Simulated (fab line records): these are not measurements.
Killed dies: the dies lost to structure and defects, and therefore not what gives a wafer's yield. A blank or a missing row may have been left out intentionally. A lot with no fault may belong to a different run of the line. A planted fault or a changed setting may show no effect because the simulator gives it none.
Matching of chambers :: flow sfq_line :: cmp-01 running SFQ_TRILAYER_I0_CMP_CMP_028: 4 sister chambers
The step polishes SiO2. 17 wafers are shown with their chamber, then 8 later ones without.

WAFERS PAIRED WITH THEIR CHAMBERS
wafer: L989.2
chamber: 2
motor_current_A (A): 10.2
time_to_endpoint_s (s): 216
head_pressure_psi (psi): 3.004

wafer: L989.5
chamber: 2
motor_current_A (A): 9.8
time_to_endpoint_s (s): 211
head_pressure_psi (psi): 3.006

wafer: L989.6
chamber: 1
motor_current_A (A): 11.0
time_to_endpoint_s (s): 224
head_pressure_psi (psi): 2.993

wafer: L993.4
chamber: 0
motor_current_A (A): 9.3
time_to_endpoint_s (s): 224
head_pressure_psi (psi): 2.985

wafer: L993.5
chamber: 1
motor_current_A (A): 11.3
time_to_endpoint_s (s): 225
head_pressure_psi (psi): 3.007

wafer: L993.6
chamber: 0
motor_current_A (A): 10.1
time_to_endpoint_s (s): 219
head_pressure_psi (psi): 2.988

wafer: L994.1
chamber: 0
motor_current_A (A): 9.7
time_to_endpoint_s (s): 219
head_pressure_psi (psi): 2.991

wafer: L994.2
chamber: 3
motor_current_A (A): 10.3
time_to_endpoint_s (s): 212
head_pressure_psi (psi): 3.005

wafer: L994.4
chamber: 2
motor_current_A (A): 10.3
time_to_endpoint_s (s): 213
head_pressure_psi (psi): 3.003

wafer: L996.2
chamber: 1
motor_current_A (A): 11.2
time_to_endpoint_s (s): 217
head_pressure_psi (psi): 2.978

wafer: L996.5
chamber: 3
motor_current_A (A): 10.7
time_to_endpoint_s (s): 222
head_pressure_psi (psi): 2.997

wafer: L996.6
chamber: 0
motor_current_A (A): 9.1
time_to_endpoint_s (s): 229
head_pressure_psi (psi): 3.002

wafer: L997.3
chamber: 2
motor_current_A (A): 9.6
time_to_endpoint_s (s): 222
head_pressure_psi (psi): 3.001

wafer: L997.2
chamber: 1
motor_current_A (A): 11.9
time_to_endpoint_s (s): 223
head_pressure_psi (psi): 3.005

wafer: L997.6
chamber: 2
motor_current_A (A): 9.8
time_to_endpoint_s (s): 230
head_pressure_psi (psi): 2.981

wafer: L998.1
chamber: 3
motor_current_A (A): 10.0
time_to_endpoint_s (s): 208
head_pressure_psi (psi): 3.000

wafer: L998.4
chamber: 2
motor_current_A (A): 9.8
time_to_endpoint_s (s): 222
head_pressure_psi (psi): 2.990

SIGNATURES (averages over the wafers above)
reading: motor_current_A
chamber 0: 9.550
chamber 1: 11.350
chamber 2: 9.917
chamber 3: 10.333
scatter within a chamber: 0.357

reading: time_to_endpoint_s
chamber 0: 222.75
chamber 1: 222.25
chamber 2: 219.00
chamber 3: 214.00
scatter within a chamber: 5.95

reading: head_pressure_psi
chamber 0: 2.99150
chamber 1: 2.99575
chamber 2: 2.99750
chamber 3: 3.00067
scatter within a chamber: 0.00968
Rule: for a wafer and a chamber, the distance is found by dividing, reading by reading, the gap between the wafer's reading and the chamber's mean by the reading's scatter, squaring, summing and taking the root. If the next closest chamber is less than 2 further off than the closest, the wafer can't be placed; otherwise it belongs to the closest. The scatter: the root of (the sum of the squares of (reading less its chamber's mean) over the shown wafers, divided by (wafers less chambers)).

WAFERS MISSING THEIR CHAMBER
wafer: L998.6
motor_current_A (A): 9.1
time_to_endpoint_s (s): 219
head_pressure_psi (psi): 3.007

wafer: L102.3
motor_current_A (A): 11.8
time_to_endpoint_s (s): 210
head_pressure_psi (psi): 3.002

wafer: L102.6
motor_current_A (A): 10.4
time_to_endpoint_s (s): 198
head_pressure_psi (psi): 3.000

wafer: L105.4
motor_current_A (A): 9.1
time_to_endpoint_s (s): 214
head_pressure_psi (psi): 3.009

wafer: L105.2
motor_current_A (A): 10.2
time_to_endpoint_s (s): 218
head_pressure_psi (psi): 2.997

wafer: L106.1
motor_current_A (A): 10.4
time_to_endpoint_s (s): 209
head_pressure_psi (psi): 2.996

wafer: L106.3
motor_current_A (A): 9.3
time_to_endpoint_s (s): 220
head_pressure_psi (psi): 2.995

wafer: L106.6
motor_current_A (A): 9.9
time_to_endpoint_s (s): 201
head_pressure_psi (psi): 3.005

WHICH CHAMBER EACH WENT THROUGH
wafer: L998.6
from the rows above: can't be placed: 0 or 2 or 3
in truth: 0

wafer: L102.3
from the rows above: can't be placed: 1 or 3
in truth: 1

wafer: L102.6
from the rows above: can't be placed: 3 or 2
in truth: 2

wafer: L105.4
from the rows above: can't be placed: 0 or 2 or 3
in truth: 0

wafer: L105.2
from the rows above: can't be placed: 2 or 3 or 0
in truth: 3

wafer: L106.1
from the rows above: can't be placed: 3 or 2
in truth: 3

wafer: L106.3
from the rows above: can't be placed: 0 or 2
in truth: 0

wafer: L106.6
from the rows above: can't be placed: 3 or 2 or 0
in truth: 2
Correctly placed: 0 of 8. Not placeable from these rows: 8 (in 8, the candidates include the true chamber). Number placed wrongly: 0.
